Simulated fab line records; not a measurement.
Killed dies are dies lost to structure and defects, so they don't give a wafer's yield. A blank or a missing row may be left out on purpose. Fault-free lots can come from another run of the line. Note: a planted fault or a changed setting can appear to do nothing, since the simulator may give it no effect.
A lot that was struck, set against a sound lot -- flow sky130 -- 16 steps out of a route of 708
Sound: the wafers L793.2, L793.4, L793.6. Struck: wafers L790.2, L790.3, L790.4. Last of all comes the cause.
Per side, at each step with rows, come the tool, then ch with its chambers, and then its first start. Under that, the readings that differ: sound wafers -- struck wafers -- difference of the means -- sigmas: that difference in standard deviations of wafers without a fault.
alike: readings with means less than 2 such deviations apart, plus words and numbers identical on both sides. not compared: withheld readings, readings lacking a value on some wafer, bounds such as >300 that could conceal the same value, and numbers that have no deviation in the record and whose values overlap.
Wherever a step has rows on one side only, a row that says differs or no value, or a row with sigmas, the two part there. Numbers that have no deviation but don't overlap get no sigmas and don't part them. A reading missing from all wafers of one side parts the sides only when that side holds two or more wafers.

first, 5 steps without rows for these wafers: SKY_LI_CONTACT_COAT_07 (resist thk 450 nm); SKY_LI_CONTACT_SOFTBAKE_08 (time 90 s); SKY_LI_CONTACT_EXPOSE_09 (exposes mask LICM1, target cd 170 nm); SKY_LI_CONTACT_PEB_10; SKY_LI_CONTACT_DEVELOP_11 (develop time 60 s).
SKY_LI_CONTACT_CD_MEAS_12 targets a cd of 170 nm.
  sound on cd sem-01 at day 34 04:23; struck on cd sem-02 at day 32 08:59
  alike: cd nm
SKY_LI_CONTACT_OVL_MEAS_13:
  sound on overlay-02 at day 34 04:29; struck on overlay-02 at day 32 09:05
  alike: LI_CONTACT_OVL
SKY_LI_CONTACT_ETCH_14: etches BARC in N2/H2, stops on SiO2, time 45.9 s, target depth 60 nm.
  sound on rie diel-04 ch 0,1, day 34 04:31; struck on rie diel-04 ch 1,2,3, day 32 09:07
  alike: drypump motor current A, oes product au, rf fwd power W, throttle valve pct
  not compared: rf hours counter h
SKY_LI_CONTACT_ETCH_15: etches PSG in C4F8/O2/Ar, stops on Si, target depth 600 nm.
  sound on rie diel-04 ch 0,1, day 34 04:33; struck on rie diel-04 ch 1,2,3, day 32 09:10
  alike: oes product au, rf fwd power W
SKY_LI_CONTACT_STRIP_16: strips in O2/N2.
  sound on plasma asher-01 ch 0,1, day 34 04:38; struck on plasma asher-03 ch 0,1, day 32 09:14
  alike: drypump motor current A, oes product au, strip time to endpoint s
  not compared: rf hours counter h
then, 2 steps without rows for these wafers: SKY_LI_CONTACT_CLEAN_17 (cleans in NMP, time 600 s); SKY_LI_CONTACT_PRE_CLEAN_18 (time 5.6 s).
SKY_LI_CONTACT_SPUTTER_19: material Ti, target thk 20 nm, time 106.37 s.
  sound on pvd sputter-01 at day 34 04:57; struck on pvd sputter-03 at day 32 09:32
  no value came back on the struck wafers for cathode dc power W (W), chamber pressure pa (Pa), throttle valve pct (%); on the sound wafers cathode dc power W (W) reads 2500.5 2499.8 2500.0
SKY_LI_CONTACT_SPUTTER_20: material TiN, target thk 20 nm, time 80 s.
  sound on pvd sputter-01 at day 34 05:02; struck on pvd sputter-03 at day 32 09:37
  alike: cathode dc power W, chamber pressure pa, throttle valve pct
SKY_LI_CONTACT_CVD_21: deposits W, target thk 400 nm, time 120.56 s.
  sound on cvd w-01 ch 0,1, day 34 05:05; struck on cvd w-01 ch 0,1, day 32 09:41
  alike: heater power w
-- here the record skips 16 days between the struck wafers' starts before and after, leaving off in module LI_CONTACT and picking up in module PAD_OPEN (first step shown: number 708 of the route) --
SKY_PAD_OPEN_PROBE_99:
  sound on prober-02 at day 49 08:56; struck on prober-02 at day 48 03:34
reading,sound,struck,difference,sigmas
hold,- - -,await dispo/10.2h/scrap await dispo/10.2h/scrap await dispo/10.2h/scrap,no value on the sound wafers,
killed at contacts,17 27 28,418 431 432,+403,+68
killed dies,72 96 113,492 492 492,+398,+42
killed on rim,12 18 19,96 96 96,+80,+22
  alike: killed_at_M0_to_M3, killed_at_M4_up, killed at front end, killed at other, killed open, killed short

## WHERE THEY PART
First at SKY_LI_CONTACT_SPUTTER_19; last, within this record, at SKY_PAD_OPEN_PROBE_99.

WHY: what the simulator had put in
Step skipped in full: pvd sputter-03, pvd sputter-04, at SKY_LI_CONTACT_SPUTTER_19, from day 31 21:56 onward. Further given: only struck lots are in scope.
